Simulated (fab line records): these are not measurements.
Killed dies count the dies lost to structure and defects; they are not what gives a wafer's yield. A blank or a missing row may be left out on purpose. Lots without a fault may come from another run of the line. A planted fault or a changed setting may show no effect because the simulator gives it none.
A struck lot beside a sound one / flow sky130 / 15 steps out of a route of 708
Sound: these wafers, L768.2, L768.4, L768.6. The struck wafers were L783.2, L783.3, L783.4. The cause is given at the end.
Order at every step that has rows: each side's tool, ch and its chambers, its first start. Under that, the readings that differ: sound wafers / struck wafers / difference of the means / sigmas: that difference in standard deviations of wafers without a fault.
alike: readings with means less than 2 such deviations apart, plus words and numbers identical on both sides. not compared: withheld readings, readings lacking a value on some wafer, bounds such as >300 that could conceal the same value, and numbers that have no deviation in the record and whose values overlap.
Wherever a step has rows on one side only, a row that says differs or no value, or a row with sigmas, the two part there. Numbers that don't overlap but have no deviation are shown without sigmas and don't part them. A reading missing from all wafers of one side parts the sides only when that side holds two or more wafers.

first, 1 step without rows for these wafers: SKY_FIELD_ISO_ANNEAL_26 (time 1800 s).
SKY_FIELD_ISO_CMP_27: polishes, stops on Si3N4, t overpolish 16 s, target thk 457.8 nm.
  sound on cmp-01 ch 0,3, day 3 22:53; struck on cmp-02 ch 0,1,2, day 7 10:52
  alike: motor-current-A, overpolish-run-s, platen-rpm, time-to-endpoint-s
then, 5 steps without rows for these wafers: SKY_FIELD_ISO_WET_ETCH_28 (etches SiO2 in dHF, target depth 23.7 nm, time 47 s); SKY_FIELD_ISO_WET_ETCH_29 (etches Si3N4 in H3PO4, target depth 160 nm, time 1825 s); SKY_FIELD_ISO_WET_ETCH_30 (etches SiO2 in dHF, target depth 25 nm, time 50 s); SKY_NWELL_CLEAN_00 (cleans in SC1/SC2, time 150 s); SKY_NWELL_OXIDATION_01 (stabilise 600 s, purge 300 s, target thk 10 nm).
SKY_NWELL_THK_MEAS_02:
  sound on film-metro-03 at day 4 01:39; struck on film-metro-01 at day 7 17:32
  alike: NWELL_OXIDATION_THK
then, 4 steps without rows for these wafers: SKY_DNWELL_DEHYDRATE_00 (time 60 s); SKY_DNWELL_HMDS_01 (prime time 60 s); SKY_DNWELL_COAT_02 (resist thk 3000 nm); SKY_DNWELL_SOFTBAKE_03.
SKY_DNWELL_EXPOSE_04: exposes mask DNM, target cd 3000 nm.
  sound on iline-stepper-01 ch 0, day 4 09:58; struck on iline-stepper-02 ch 0, day 8 03:04
reading=mask; sound=DNM#0 DNM#0 DNM#0; struck=DNM_R1#0 DNM_R1#0 DNM_R1#0; difference=differs; sigmas=
  alike: reticle-temp-C
after that, 1 step had no rows for these wafers: SKY_DNWELL_PEB_05.
-- the record jumps here: 43 days lie between the struck wafers' starts before and after (it left off in module DNWELL and takes up again in module PAD_OPEN, whose first step shown is number 708 of the route) --
SKY_PAD_OPEN_PROBE_99:
  sound on prober-01 at day 48 00:49; struck on prober-02 at day 51 04:05
reading=model.etest.res-deep-nwell.width-nm (nm); sound=2965 2986 2985; struck=3211 3172 3191; difference=+213; sigmas=
reading=model.etest.res-deep-nwell.line-ohm-um; sound=744.6 741 744; struck=667.2 659.9 656.4; difference=-82.0; sigmas=
  alike: killed_at_M0_to_M3, killed_at_M4_up, killed-at-contacts, killed-at-front-end, killed-at-other, killed-dies, killed-open, killed-short

WHERE THEY PART
Within this record, at SKY_DNWELL_EXPOSE_04 only. Later steps at which nothing parts them and some readings are alike: SKY_PAD_OPEN_PROBE_99.

WHY: whatever the simulator had introduced
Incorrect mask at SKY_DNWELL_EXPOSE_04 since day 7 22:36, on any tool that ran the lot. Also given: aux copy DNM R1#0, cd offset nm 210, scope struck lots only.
